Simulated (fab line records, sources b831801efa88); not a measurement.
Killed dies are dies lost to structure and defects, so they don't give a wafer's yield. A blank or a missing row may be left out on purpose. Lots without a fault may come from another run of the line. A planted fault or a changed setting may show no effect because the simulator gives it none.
Problem report in the 8D (eight disciplines) form, filled by code | flow gf180mcu | the parts of the form that need people (team, actions taken, sign-off) are left out

1. THE PROBLEM
strip_time_to_endpoint_s at GF_STI_STRIP_15 reads a mean of 4.37 s on 1 wafer of 1 lot; wafers without a fault read 3.73 s with a standard deviation of 0.046. That is +14 standard deviations from the usual mean.
The step: strips in O2/N2.
First seen on wafer L810.1, day 3 09:09, on plasma_asher-02. The record holds 30 wafers of 10 lots with a number at this step. Rule for "out", or "out of limits": more than 4 standard deviations from the usual mean. The other wafers with a number count as sound.

2. WHAT IT IS AND WHAT IT IS NOT
question                    | is                                       | is not
which readings at this step | strip_time_to_endpoint_s, oes_product_au | drypump_motor_current_A, heater_power_w
which lots                  | L810                                     | L804, L806, L807, L808, L809, L821, L822, L824, L827
which wafers of those lots  | L810.1                                   | L810.2, L810.5
read on which tools         | plasma_asher-02                          | plasma_asher-01, plasma_asher-04
when                        | from day 3 09:09                         | up to then (17 sound wafers); but 12 sound wafers of L821, L822, L824, L827 came after

3. SUSPECTS, AND WHAT RULES EACH OUT
Counting: a tool at a process step up to the reading stays a suspect if it ran every lot that is out. Sound lots after the first of them don't rule it out here, since some wafers of a struck lot are sound.
- rie_diel-04 at GF_STI_ETCH_13 (etches the open film in CHF3/O2, stops on Si, target depth 282.31 nm, time 112.9 s): kept. It ran the lot that is out, L810 (day 3 08:59); its last sound lot up to then is L809 (day 3 05:12).
- rie_si-01 at GF_STI_ETCH_14 (etches Si in HBr/Cl2/O2, target depth 360 nm, time 102.9 s): kept. It ran the lot that is out, L810 (day 3 09:04); its last sound lot up to then is L807 (day 2 23:28).
- plasma_asher-02 at GF_STI_STRIP_15 (strips in O2/N2): kept. It ran the lot that is out, L810 (day 3 09:09); its last sound lot up to then is L809 (day 3 05:21). Its own readings are out on those wafers: oes_product_au, strip_time_to_endpoint_s.
- Within rie_si-01 at GF_STI_ETCH_14: the wafers that are out ran in chamber 0; their sound lot-mates ran in chamber 3.
- Within plasma_asher-02 at GF_STI_STRIP_15: the wafers that are out ran in chamber 1; their sound lot-mates ran in chamber 0.
Left after counting: rie_diel-04 at GF_STI_ETCH_13, rie_si-01 at GF_STI_ETCH_14, plasma_asher-02 at GF_STI_STRIP_15.

4. THE CAUSE (what the simulator had put in)
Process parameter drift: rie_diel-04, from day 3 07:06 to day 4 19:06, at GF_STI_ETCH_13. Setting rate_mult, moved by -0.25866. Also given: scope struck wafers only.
Counting left 3 suspects, and this tool is among them.

5. THE CHAIN OF EFFECTS, in route order
Each row: a reading whose mean over the struck wafers that have a number lies more than 3 standard deviations from the usual. Only readings for which the record gives a usual standard deviation are gone through. hours: the time from each lot's start at the first step in this table that gives one to its start at this step, as a median over the lots. sigmas: the change in usual standard deviations.
hours | step                    | reading                  | usual      | on struck wafers | change | sigmas
0     | GF_STI_ETCH_14          | oes_product_au           | 0.995 a.u. | 0.970            | -0.025 | -3.2
0     | GF_STI_STRIP_15         | oes_product_au           | 0.384 a.u. | 0.412            | +0.028 | +5.7
0     | GF_STI_STRIP_15         | strip_time_to_endpoint_s | 3.73 s     | 4.37             | +0.64  | +14
678   | GF_PASSIVATION_PROBE_99 | killed_on_rim            | 8.9        | 17.0             | +8.1   | +3.2
The process steps in it:
- GF_STI_ETCH_14: etches Si in HBr/Cl2/O2, target depth 360 nm, time 102.9 s.
- GF_STI_STRIP_15: strips in O2/N2.
- GF_PASSIVATION_PROBE_99
Later measuring or inspecting steps at which every struck wafer that the step has a row for has a number for every such reading, and none has moved that far: GF_NWELL_OVL_MEAS_07.

6. WHAT WOULD HAVE CAUGHT IT SOONER
In this record the first reading out of limits was taken at day 3 09:09, 2 hours after the fault began at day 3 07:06.
Of the tool readings at GF_STI_ETCH_13 for which the record gives a usual standard deviation, none was out on any struck wafer, so an alarm limit of 4 standard deviations on them would not have fired.
All the lots that are out (1) had begun GF_STI_ETCH_13 on rie_diel-04 by day 3 09:09. A hold on the tool at that time would have spared none of them.
